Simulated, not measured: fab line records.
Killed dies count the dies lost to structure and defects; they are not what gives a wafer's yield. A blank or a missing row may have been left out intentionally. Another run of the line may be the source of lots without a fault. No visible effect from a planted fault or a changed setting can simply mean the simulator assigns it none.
Chamber matching | flow gf180mcu | 4 sister chambers for GF_V1_CMP_04 on cmp-02
The step polishes SiO2. 16 wafers are shown with their chamber, then 8 later ones without.

## WAFERS PAIRED WITH THEIR CHAMBERS
wafer  | chamber | motor-current-A (A) | time-to-endpoint-s (s)
L145.3 | 1       | 12.9                | 76
L145.4 | 3       | 11.7                | 80
L145.5 | 0       | 12.7                | 85
L147.1 | 0       | 12.5                | 83
L147.2 | 1       | 12.0                | 65
L147.6 | 1       | 11.7                | 71
L149.2 | 2       | 13.3                | 83
L149.5 | 0       | 12.3                | 83
L149.6 | 1       | 12.1                | 73
L150.1 | 1       | 12.3                | 71
L150.3 | 2       | 13.2                | 72
L150.4 | 0       | 12.4                | 81
L155.5 | 2       | 13.2                | 75
L158.1 | 1       | 12.5                | 69
L158.2 | 0       | 12.5                | 79
L165.2 | 2       | 13.4                | 71

SIGNATURES (averages over the wafers above)
reading            | chamber 0 | chamber 1 | chamber 2 | chamber 3 | scatter within a chamber
motor-current-A    | 12.480    | 12.250    | 13.275    | 11.700    | 0.287
time-to-endpoint-s | 82.20     | 70.83     | 75.25     | 80.00     | 3.86
Rule: for a wafer and a chamber, the distance is found by dividing, reading by reading, the gap between the wafer's reading and the chamber's mean by the reading's scatter, squaring, summing and taking the root. If the next closest chamber is less than 2 further off than the closest, the wafer can't be placed; otherwise it belongs to the closest. The scatter is the square root of a quotient: the sum, over the shown wafers, of each reading's squared deviation from its chamber's mean, divided by wafers minus chambers.

## WAFERS MISSING THEIR CHAMBER
wafer  | motor-current-A (A) | time-to-endpoint-s (s)
L165.4 | 11.4                | 78
L165.5 | 13.5                | 79
L166.2 | 11.9                | 65
L166.3 | 12.7                | 76
L166.6 | 12.1                | 74
L167.2 | 12.6                | 71
L167.5 | 13.3                | 77
L167.6 | 12.2                | 74

## THE CHAMBER EACH PASSED THROUGH
wafer  | from the rows above               | in truth
L165.4 | 3                                 | 3
L165.5 | 2                                 | 2
L166.2 | 1                                 | 1
L166.3 | can't be placed: 0 or 2 or 1 or 3 | 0
L166.6 | can't be placed: 1 or 3 or 0      | 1
L167.2 | can't be placed: 1 or 2 or 0      | 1
L167.5 | 2                                 | 2
L167.6 | can't be placed: 1 or 3 or 0      | 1
4 of 8 placed correctly. Can't be placed from these rows: 4 (the true chamber is among the candidates in 4). 0 placed wrongly.
